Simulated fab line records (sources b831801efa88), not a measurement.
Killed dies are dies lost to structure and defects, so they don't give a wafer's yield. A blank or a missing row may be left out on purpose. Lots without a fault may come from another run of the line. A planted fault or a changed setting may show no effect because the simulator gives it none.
Comparing a struck lot with a sound one    flow sky130    43 out of 708 route steps
Sound: these wafers, L646.2, L646.3, L646.4. Struck: wafer L657.2 (L657.3, L657.6, from the same lot, were not struck and are left out); the cause is given at the end.
Each step with rows lists, per side, the tool, then ch with its chambers, then its first start. Under that, the readings that differ: sound wafers    struck wafers    difference of the means    sigmas: that difference in standard deviations of wafers without a fault.
alike: same words and numbers on both sides, and readings whose means sit less than 2 such deviations apart. not compared: any withheld reading, any reading some wafer has no value for, any bound like >300 that may hide the same value, and any number with overlapping values for which the record gives no deviation.
Wherever a step has rows on one side only, a row that says differs or no value, or a row with sigmas, the two part there. Non-overlapping numbers with no deviation appear without sigmas and do not part them. A reading missing from all wafers of one side parts the sides only when that side holds two or more wafers.

first, 3 steps without rows for these wafers: SKY_VIA2_EXPOSE_09 (exposes mask VIM2, target cd 200 nm); SKY_VIA2_PEB_10; SKY_VIA2_DEVELOP_11 (develop time 60 s).
SKY_VIA2_CD_MEAS_12: the cd target is 200 nm.
  sound: cd_sem-02 at day 38 05:36; struck: cd_sem-02 at day 41 15:36
  alike: cd_nm
SKY_VIA2_OVL_MEAS_13:
  sound: overlay-01 at day 38 05:43; struck: overlay-01 at day 41 15:43
  alike: VIA2_OVL
SKY_VIA2_ETCH_14: etches BARC in N2/H2, stops on SiO2, time 45.9 s, target depth 60 nm.
  sound on rie_diel-01 ch 1,2,3, day 38 05:44; struck on rie_diel-02 ch 3, day 41 15:44
reading                sound              struck  difference  sigmas
oes_product_au (a.u.)  0.852 0.844 0.852  0.859   +0.010      +2
  alike: drypump_motor_current_A, h2_flow_sccm, throttle_valve_pct
  not compared: rf_hours_counter_h
SKY_VIA2_ETCH_15: etches SiO2 in C4F8/O2/Ar, stops on TiN, target depth 546 nm, time 84 s.
  sound on rie_diel-01 ch 1,2,3, day 38 05:47; struck on rie_diel-02 ch 3, day 41 15:47
  alike: oes_product_au
  not compared: rf_hours_counter_h
then, 5 steps without rows for these wafers: SKY_VIA2_STRIP_16 (strips in O2/N2); SKY_VIA2_STRIP_17 (strips in post etch residue remover, time 1200 s); SKY_VIA2_CLEAN_18 (cleans in IPA, time 180 s); SKY_VIA2_CLEAN_19 (cleans in O3/DIW); SKY_VIA2_SPUTTER_20 (material TiN, target thk 20 nm, time 80 s).
SKY_VIA2_CVD_21: deposits W, target thk 420 nm, time 126.4 s.
  sound on cvd_w-01 ch 0,1, day 38 06:30; struck on cvd_w-01 ch 0, day 41 16:31
  alike: heater_power_w
SKY_VIA2_RS_MEAS_22: measurement is done with a four-point probe.
  sound: film_metro-02 at day 38 06:39; struck: film_metro-03 at day 41 16:40
reading             sound                 struck  difference  sigmas
VIA2_W_RS (ohm/sq)  0.2723 0.2761 0.2717  0.2660  -0.0074     -2
SKY_VIA2_THK_MEAS_23: measures by xrf.
  sound: film_metro-02 at day 38 06:46; struck: film_metro-03 at day 41 16:46
  alike: VIA2_W_THK
then, 1 step without rows for these wafers: SKY_VIA2_CMP_24 (polishes, stops on SiO2, t overpolish 20 s, target thk 0 nm).
SKY_METAL3_SPUTTER_00: material Ti, target thk 15 nm, time 10 s.
  sound: pvd_sputter-01 at day 38 07:07; struck: pvd_sputter-01 at day 41 17:07
  alike: throttle_valve_pct
then, 3 steps without rows for these wafers: SKY_METAL3_SPUTTER_01 (material TiN, target thk 20 nm, time 16.7 s); SKY_METAL3_SPUTTER_02 (material AlCu, target thk 735 nm, time 39.1 s); SKY_METAL3_SPUTTER_03 (material Ti, target thk 5 nm, time 3.3 s).
SKY_METAL3_SPUTTER_04: material TiN, target thk 70 nm, time 58.3 s.
  sound: pvd_sputter-01 at day 38 07:13; struck: pvd_sputter-01 at day 41 17:13
  alike: throttle_valve_pct
SKY_CAPM_CVD_00: deposits SiO2, target thk 15.5 nm.
  sound on pecvd-04 ch 0,1, day 38 07:16; struck on pecvd-01 ch 1, day 41 17:16
reading             sound        struck  difference  sigmas
heater_power_w (W)  546 605 616  846     +257        +2
SKY_CAPM_THK_MEAS_01:
  sound: film_metro-02 at day 38 07:18; struck: film_metro-02 at day 41 17:19
  alike: CAPM_CVD_00_THK
then, 1 step without rows for these wafers: SKY_CAPM_SPUTTER_02 (material TiN, target thk 200 nm, time 166.7 s).
SKY_CAPM_RS_MEAS_03: measurement is done with a four-point probe.
  sound: film_metro-03 at day 38 07:29; struck: film_metro-03 at day 41 17:29
  alike: CAPM_TIN_RS
SKY_CAPM_THK_MEAS_04: measures by xrf.
  sound: film_metro-03 at day 38 07:35; struck: film_metro-03 at day 41 17:35
  alike: CAPM_TIN_THK
then, 7 steps without rows for these wafers: SKY_CAPM_DEHYDRATE_05 (time 60 s); SKY_CAPM_HMDS_06 (prime time 60 s); SKY_CAPM_COAT_07 (resist thk 1140 nm); SKY_CAPM_SOFTBAKE_08 (time 60 s); SKY_CAPM_EXPOSE_09 (exposes mask CAPM, target cd 1000 nm); SKY_CAPM_PEB_10; SKY_CAPM_DEVELOP_11 (develop time 60 s).
SKY_CAPM_OVL_MEAS_12:
  sound: overlay-01 at day 39 07:58; struck: overlay-01 at day 42 16:41
  alike: CAPM_OVL
then, 8 steps without rows for these wafers: SKY_CAPM_METAL_ETCH_13 (etches TiN in Cl2/BCl3, stops on SiO2, target depth 220 nm, time 62.9 s); SKY_CAPM_STRIP_14 (strips in O2/N2); SKY_CAPM_STRIP_15 (strips in post etch residue remover, time 1200 s); SKY_CAPM_CLEAN_16 (cleans in IPA, time 180 s); SKY_CAPM_CLEAN_17 (cleans in O3/DIW); SKY_METAL3_DEHYDRATE_05 (time 60 s); SKY_METAL3_HMDS_06 (prime time 60 s); SKY_METAL3_COAT_07 (resist thk 60 nm).
-- the record jumps here: 7 days lie between the struck wafers' starts before and after (it left off in module METAL3 and takes up again in module PAD_OPEN, whose first step shown is number 708 of the route) --
SKY_PAD_OPEN_PROBE_99:
  sound: prober-02 at day 47 03:07; struck: prober-02 at day 49 21:55
reading             sound     struck  difference  sigmas
killed_at_M0_to_M3  36 40 47  101     +60         +9
killed_dies         82 80 91  138     +54         +6
killed_short        45 44 38  29      -13         -2
  alike: killed_at_M4_up, killed_at_contacts, killed_at_front_end, killed_at_other, killed_open

WHERE THEY PART
At SKY_VIA2_ETCH_14 first; at SKY_PAD_OPEN_PROBE_99 last (within this record only).

WHY: what the simulator had put in
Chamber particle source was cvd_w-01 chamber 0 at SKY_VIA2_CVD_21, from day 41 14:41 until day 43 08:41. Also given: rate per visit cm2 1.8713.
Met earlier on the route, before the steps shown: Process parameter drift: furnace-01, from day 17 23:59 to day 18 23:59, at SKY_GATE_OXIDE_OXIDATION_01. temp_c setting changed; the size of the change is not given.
